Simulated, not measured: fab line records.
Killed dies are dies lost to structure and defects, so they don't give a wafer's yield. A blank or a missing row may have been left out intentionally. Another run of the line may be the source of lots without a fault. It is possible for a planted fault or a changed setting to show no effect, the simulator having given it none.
What tool caused it?    flow sky130    Sampling: 11 lots, 33 wafers, 5 of 708 route steps

WHAT EACH GAUGE READ, for each wafer
The record holds no reading of a measuring or inspecting step that can be judged against a usual standard deviation.

EACH LOT AND THE TOOL THAT RAN IT (in order: tool; ch and the chambers of the sampled wafers; start)
lot   SKY_VIA3_ETCH_14                    SKY_CAP2M_STRIP_14                    SKY_METAL4_METAL_ETCH_18           SKY_METAL5_SPUTTER_00         SKY_PAD_OPEN_PROBE_99
L439  rie diel-01 ch 0,1, day 39 21:19    plasma asher-02 ch 0,1, day 40 23:29  rie metal-04 ch 0,1, day 42 00:05  pvd sputter-03, day 43 02:24  prober-01, day 45 23:30
L440  rie diel-02 ch 0,1,3, day 39 23:21  plasma asher-04 ch 0,1, day 41 01:07  rie metal-03 ch 0,1, day 42 01:59  pvd sputter-03, day 43 03:58  prober-02, day 46 01:51
L443  rie diel-02 ch 0,3, day 40 16:59    plasma asher-04 ch 0,1, day 41 19:02  rie metal-04 ch 0,1, day 42 19:40  pvd sputter-01, day 43 21:24  prober-01, day 46 16:32
L444  rie diel-02 ch 0,2,3, day 40 22:13  plasma asher-01 ch 0,1, day 42 00:08  rie metal-03 ch 0,1, day 43 00:43  pvd sputter-02, day 44 02:16  prober-02, day 46 21:49
L448  rie diel-01 ch 0,2, day 42 02:01    plasma asher-01 ch 0,1, day 43 02:42  rie metal-03 ch 1, day 44 01:59    pvd sputter-02, day 45 02:52  prober-02, day 47 19:22
L449  rie diel-01 ch 1,2, day 42 04:07    plasma asher-01 ch 0,1, day 43 05:20  rie metal-01 ch 0, day 44 04:13    pvd sputter-01, day 45 05:10  prober-01, day 47 22:02
L450  rie diel-01 ch 2,3, day 42 14:35    plasma asher-02 ch 0,1, day 43 14:50  rie metal-04 ch 0,1, day 44 13:28  pvd sputter-03, day 45 13:42  prober-01, day 48 04:09
L453  rie diel-01 ch 0,1,2, day 43 21:08  plasma asher-02 ch 0,1, day 44 21:26  rie metal-03 ch 0,1, day 45 19:46  pvd sputter-03, day 46 18:27  prober-01, day 49 05:42
L458  rie diel-03 ch 0,1, day 44 22:41    plasma asher-04 ch 0,1, day 45 21:32  rie metal-03 ch 0,1, day 46 18:38  pvd sputter-03, day 47 16:51  prober-01, day 50 01:40
L457  rie diel-03 ch 0,2,3, day 44 23:26  plasma asher-04 ch 0,1, day 45 23:00  rie metal-03 ch 0,1, day 46 20:54  pvd sputter-03, day 47 19:24  prober-02, day 50 03:37
L460  rie diel-02 ch 0,3, day 46 01:23    plasma asher-01 ch 1, day 46 23:39    rie metal-04 ch 0,1, day 47 20:02  pvd sputter-01, day 48 17:39  prober-02, day 50 23:13
- SKY_VIA3_ETCH_14: etches BARC in N2/H2, stops on SiO2, time 45.9 s, target depth 60 nm.
- SKY_CAP2M_STRIP_14: strips in O2/N2.
- SKY_METAL4_METAL_ETCH_18: etches the open film in Cl2/BCl3, stops on SiO2, target depth 845 nm, time 183.1 s.
- SKY_METAL5_SPUTTER_00: material Ti, target thk 15 nm, time 10 s.
- SKY_PAD_OPEN_PROBE_99

AS READ BY THE TOOLS THEMSELVES (means over the sampled wafers that have a number; for cases with no such wafer, the mark the record gives instead)
SKY_VIA3_ETCH_14. Usual: drypump motor current A 6.0 A, standard deviation 0.42; oes product au 0.856 a.u., standard deviation 0.0047; throttle valve pct 13.225 %, standard deviation 0.01.
lot   tool         drypump motor current A (A)  oes product au (a.u.)  throttle valve pct (%)  flag
L439  rie diel-01  6.0                          0.853                  13.218                  
L440  rie diel-02  6.1                          0.854                  13.217                  
L443  rie diel-02  6.3                          0.855                  13.222                  
L444  rie diel-02  6.2                          0.848                  13.217                  
L448  rie diel-01  6.1                          0.853                  13.229                  
L449  rie diel-01  6.0                          0.857                  13.222                  
L450  rie diel-01  6.5                          0.857                  13.224                  
L453  rie diel-01  6.0                          0.856                  13.224                  
L458  rie diel-03  5.6                          0.855                  13.230                  
L457  rie diel-03  5.6                          0.855                  13.222                  
L460  rie diel-02  6.3                          0.859                  13.219                  

SKY_CAP2M_STRIP_14. Usual: drypump motor current A 5.8 A, standard deviation 0.51; oes product au 0.710 a.u., standard deviation 0.005; strip time to endpoint s 12.66 s, standard deviation 0.039.
lot   tool             drypump motor current A (A)  oes product au (a.u.)  strip time to endpoint s (s)  flag
L439  plasma asher-02  6.1                          0.714                  12.71                         
L440  plasma asher-04  5.8                          0.708                  12.65                         
L443  plasma asher-04  5.5                          0.708                  12.66                         
L444  plasma asher-01  5.8                          0.703                  12.65                         
L448  plasma asher-01  6.1                          0.712                  12.69                         
L449  plasma asher-01  6.1                          0.712                  12.64                         
L450  plasma asher-02  5.7                          0.710                  12.65                         
L453  plasma asher-02  6.1                          0.712                  12.72                         
L458  plasma asher-04  5.4                          0.708                  12.65                         
L457  plasma asher-04  5.8                          0.710                  12.62                         
L460  plasma asher-01  6.4                          0.714                  12.67                         

SKY_METAL4_METAL_ETCH_18. Usual: drypump motor current A 5.8 A, standard deviation 0.44; oes product au 0.867 a.u., standard deviation 0.0068; throttle valve pct 22.265 %, standard deviation 0.0094.
lot   tool          drypump motor current A (A)  oes product au (a.u.)  throttle valve pct (%)  flag
L439  rie metal-04  6.2                          0.861                  22.267                  
L440  rie metal-03  6.0                          0.862                  22.265                  
L443  rie metal-04  6.1                          0.869                  22.276                  
L444  rie metal-03  6.0                          0.871                  22.266                  
L448  rie metal-03  6.4                          0.870                  22.265                  
L449  rie metal-01  5.4                          0.865                  22.266                  
L450  rie metal-04  6.1                          0.870                  22.260                  
L453  rie metal-03  6.1                          0.877                  22.259                  
L458  rie metal-03  5.7                          0.868                  22.263                  
L457  rie metal-03  5.7                          0.860                  22.269                  
L460  rie metal-04  6.2                          0.866                  22.257                  

SKY_METAL5_SPUTTER_00. Usual: throttle valve pct at 30.0 %, with a standard deviation of 1.5.
lot   tool            throttle valve pct (%)  flag
L439  pvd sputter-03  30.1                    
L440  pvd sputter-03  30.0                    
L443  pvd sputter-01  30.0                    
L444  pvd sputter-02  30.1                    
L448  pvd sputter-02  30.1                    
L449  pvd sputter-01  29.5                    
L450  pvd sputter-03  32.1                    
L453  pvd sputter-03  30.7                    
L458  pvd sputter-03  31.4                    
L457  pvd sputter-03  29.9                    
L460  pvd sputter-01  29.7                    

SKY_PAD_OPEN_PROBE_99. Usual: defect limited yield 82.5 %, standard deviation 1.8; killed_at_M0_to_M3 43, standard deviation 5.9; killed_at_M4_up 3.3, standard deviation 1.9; killed at contacts 24, standard deviation 5.6; killed at front end 15, standard deviation 4.1; killed at other 0.4, standard deviation 0.66; killed dies 86, standard deviation 9; killed on rim 17, standard deviation 3.7; killed open 47, standard deviation 6.9; killed short 39, standard deviation 6.2; sort_bin_3_pad_short 0.9 %, standard deviation 0.45; sort_bin_5_function 10.3 %, standard deviation 1.4; sort_bin_6_memory 6.3 %, standard deviation 1.2; sort n pass 406, standard deviation 9; sort yield pct 82.5 %, standard deviation 1.8.
lot   tool       defect limited yield (%)  killed_at_M0_to_M3  killed_at_M4_up  killed at contacts  killed at front end  killed at other  killed dies  killed on rim  killed open  killed short  sort_bin_3_pad_short (%)  sort_bin_5_function (%)  sort_bin_6_memory (%)  sort n pass  sort yield pct (%)  flag
L439  prober-01  82.2                      49                  3.3              24                  10                   0.7              87           16             44           43            0.9                       11.3                     5.6                    405          82.2                
L440  prober-02  83.2                      41                  4.7              26                  11                   0.3              82           16             43           38            0.7                       10.4                     5.6                    410          83.2                
L443  prober-01  82.4                      43                  3.7              25                  14                   0.0              86           15             49           37            0.7                       8.9                      7.9                    406          82.4                
L444  prober-02  82.0                      49                  3.7              21                  13                   1.3              89           22             54           35            0.6                       10.0                     7.4                    403          82.0                
L448  prober-02  82.3                      47                  2.0              22                  16                   0.0              87           15             43           44            1.3                       9.8                      6.6                    405          82.3                
L449  prober-01  83.6                      45                  3.3              19                  12                   0.7              81           16             43           38            0.9                       9.4                      6.0                    411          83.6                
L450  prober-01  82.2                      45                  3.7              23                  15                   0.7              87           16             52           36            0.9                       10.5                     6.4                    405          82.2                
L453  prober-01  77.0                      42                  35.0             20                  17                   0.3              113          29             45           36            2.8                       13.4                     6.9                    379          77.0                OFF
L458  prober-01  79.6                      43                  18.0             25                  14                   0.7              100          24             43           41            1.4                       12.5                     6.4                    392          79.6                OFF
L457  prober-02  80.1                      41                  18.7             21                  17                   0.7              98           20             46           38            1.6                       11.3                     7.0                    394          80.1                OFF
L460  prober-02  81.4                      46                  2.0              27                  17                   0.0              91           16             57           34            0.6                       10.6                     7.3                    401          81.4                

THE ANSWER, worked out from the rows above alone
Rule: a lot is off if the mean of its wafers that have a number lies more than 3 standard deviations from the usual mean. A lot without any number at a reading at which 4 lots or more have one is off too. Where the step has rows for the other lots, those lots are counted as sound. The gauges are gone through in route order, then the tools' own readings, and for those a lot's mean is taken as printed above. The first step at which some lot is off is used, and at that step the reading that is off furthest; a lot without a number counts as furthest.
Off, at SKY_PAD_OPEN_PROBE_99 on killed_at_M4_up: L453, L458, L457.
If a tool, at that step or one of the process steps before it, ran each lot that is off and ran no sound lot following the first of them, it fits. Can't be told from this: 2 tools fit, rie metal-03 at SKY_METAL4_METAL_ETCH_18, pvd sputter-03 at SKY_METAL5_SPUTTER_00.

WHAT THE SIMULATOR PUT IN
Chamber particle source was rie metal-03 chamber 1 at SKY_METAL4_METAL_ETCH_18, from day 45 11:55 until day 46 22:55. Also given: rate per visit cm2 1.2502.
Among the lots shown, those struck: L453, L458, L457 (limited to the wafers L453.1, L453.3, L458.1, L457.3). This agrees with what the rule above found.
